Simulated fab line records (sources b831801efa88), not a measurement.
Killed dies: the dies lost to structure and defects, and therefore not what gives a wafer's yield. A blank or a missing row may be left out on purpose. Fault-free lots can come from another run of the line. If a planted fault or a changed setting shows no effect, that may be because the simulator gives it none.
Problem report, 8D (eight disciplines) form, completed by code :: flow gf180mcu :: the parts of the form that need people (team, actions taken, sign-off) are left out

1. THE ISSUE
NSD_TW at GF_NSD_TW_MEAS_12 reads a mean of 3967 on 6 wafers of 2 lots; wafers without a fault read 4237 with a standard deviation of 51. Relative to the usual mean, that is a shift of -5.3 standard deviations.
Seen first at day 15 06:06 on film metro-03, wafer L438.2. At this step, 30 wafers from 10 lots have a number in the record. Rule for "out" (also "out of limits"): further than 4 standard deviations from the usual mean. The rest of the wafers with a number are treated as sound.

2. WHAT IT IS AND WHAT IT IS NOT
question: which readings at this step
is: NSD_TW
is not: -

question: which lots
is: L438, L439
is not: L433, L434, L435, L449, L450, L451, L454, L455

question: which wafers of those lots
is: all that have a number
is not: -

question: read on which gauges
is: film metro-01, film metro-03
is not: film metro-02

question: when
is: from day 15 06:06
is not: up to then (9 sound wafers); but 15 sound wafers of L449, L450, L451, L454, L455 came after

3. THE SUSPECTS, EACH WITH WHAT RULES IT OUT
Counting: a tool at any process step up to the reading remains a suspect when it ran all the lots that are out and ran no sound lot after the first of those.
- the gauge at GF_NSD_TW_MEAS_12 is ruled out. 2 gauges (film metro-01, film metro-03) read the wafers that are out.
- rtp anneal-02 at GF_HV_LDD_RTA_52 (time 10 s): ruled out as a lasting fault. After its first lot that is out, L438 (day 14 04:20), sound lots L449, L451 ran on it.
- implanter-01 at GF_NSD_IMPLANT_09: kept. It processed each lot that is out, first L438 at day 15 05:43, and no sound lot thereafter; up to then, the last sound lot it processed was L435 at day 14 13:56. On those wafers its own readings are out: beam energy keV.
- plasma asher-04 at GF_NSD_STRIP_11 (strips in O2/N2): ruled out as a lasting fault. After its first lot that is out, L438 (day 15 05:59), sound lots L450 ran on it.
The count leaves implanter-01 at GF_NSD_IMPLANT_09.

4. THE CAUSE (what the simulator had put in)
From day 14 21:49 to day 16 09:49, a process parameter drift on implanter-01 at GF_NSD_IMPLANT_09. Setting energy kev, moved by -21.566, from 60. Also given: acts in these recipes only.
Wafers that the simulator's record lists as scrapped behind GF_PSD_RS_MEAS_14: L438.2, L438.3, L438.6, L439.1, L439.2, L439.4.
After counting, this tool was the only one left.

5. SEQUENCE OF EFFECTS, ordered by route
Each row: a reading whose mean over the struck wafers that have a number lies more than 3 standard deviations from the usual. Only readings whose record carries a usual standard deviation are examined. hours: median over the lots of the time between each lot's start at the first step of this table that gives one and its start at this step. sigmas: the change, counted in usual standard deviations.
hours: 0
step: GF_NSD_IMPLANT_09
reading: beam energy keV
usual: 60.000
on struck wafers: 38.445
change: -21.555
sigmas: -99 or more

hours: 0
step: GF_NSD_STRIP_11
reading: oes product au
usual: 0.487 a.u.
on struck wafers: 0.522
change: +0.035
sigmas: +7.2

hours: 0
step: GF_NSD_STRIP_11
reading: strip time to endpoint s
usual: 23.06 s
on struck wafers: 20.27
change: -2.79
sigmas: -74

hours: 0
step: GF_NSD_TW_MEAS_12
reading: NSD_TW
usual: 4237
on struck wafers: 3967
change: -270
sigmas: -5.3

hours: 23
step: GF_PSD_RS_MEAS_14
reading: NSD_RS
usual: 46.13 ohm/sq
on struck wafers: 52.42
change: +6.29
sigmas: +79
Process steps it contains:
- GF_NSD_IMPLANT_09
- GF_NSD_STRIP_11: strips in O2/N2.

6. HOW IT WOULD HAVE BEEN CAUGHT EARLIER
Counted from the fault's start at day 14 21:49, it took 8 hours until the first out-of-limits reading at a measuring or inspecting step in this record, taken at day 15 06:06.
The tool's own readings at GF_NSD_IMPLANT_09 were out on every struck wafer that the step has a row for (beam energy keV): an alarm limit on them would have fired on the first of those.
Among the 2 lots that are out, L439 began GF_NSD_IMPLANT_09 on implanter-01 after day 15 06:06. A hold on the tool at that time would have spared it.
